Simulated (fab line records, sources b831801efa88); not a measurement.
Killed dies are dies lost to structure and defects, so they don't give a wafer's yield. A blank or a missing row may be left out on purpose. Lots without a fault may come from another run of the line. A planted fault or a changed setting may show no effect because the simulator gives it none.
Which tool did it? | flow sky130 | 7 lots, 21 wafers sampled, at 2 steps of a route of 708

WHAT THE GAUGES READ, wafer by wafer
SKY_LDD_HVP_TW_MEAS_10.
lot  | measured     | on            | LDD_HVP_TW
L990 | day 21 21:09 | film_metro-04 | 463 463 464
L994 | day 24 08:58 | film_metro-04 | 462 462 461
L996 | day 25 02:55 | film_metro-04 | 458 460 462
L998 | day 25 23:40 | film_metro-03 | 456 459 459
L999 | day 26 01:26 | film_metro-04 | 465 463 464
L102 | day 26 11:46 | film_metro-03 | 456 455 454
L112 | day 29 19:12 | film_metro-01 | 434 437 437

WHICH TOOL RAN EACH LOT (tool, then ch and the chambers of the sampled wafers, then the start)
lot  | SKY_LDD_HVP_IMPLANT_08
L990 | implanter-04 ch 0, day 21 20:54
L994 | implanter-01 ch 0, day 24 08:45
L996 | implanter-04 ch 0, day 25 02:40
L998 | implanter-04 ch 0, day 25 23:26
L999 | implanter-01 ch 0, day 26 01:11
L102 | implanter-04 ch 0, day 26 11:32
L112 | implanter-01 ch 0, day 29 18:57
- SKY_LDD_HVP_IMPLANT_08

THE ANSWER, worked out from the rows above alone
Rule: what is usual is taken from the lots themselves. Put in order of their means at a reading, lots are off if they are a third of the lots or fewer, leave a main group of 4 or more, and stand apart from it by a gap of 3 or more times the standard deviation of the main group's means; of several such gaps the widest counts. A main group whose means are all the same, to the digits that the tables above print for the reading, isn't used. A lot without any number at a reading at which 4 lots or more have one is off too. The other lots that the step has rows for count as sound.
Off: L112, at SKY_LDD_HVP_TW_MEAS_10 (LDD_HVP_TW). The main group: mean 460, standard deviation 3.1.
A tool fits if, at a process step before that reading, it ran every lot that is off, and no sound lot after the first of them. The gauges at SKY_LDD_HVP_TW_MEAS_10 are tried like those tools. Can't be told from this: 2 tools fit, implanter-01 at SKY_LDD_HVP_IMPLANT_08, film_metro-01 at SKY_LDD_HVP_TW_MEAS_10.

WHAT THE SIMULATOR HAD PUT IN
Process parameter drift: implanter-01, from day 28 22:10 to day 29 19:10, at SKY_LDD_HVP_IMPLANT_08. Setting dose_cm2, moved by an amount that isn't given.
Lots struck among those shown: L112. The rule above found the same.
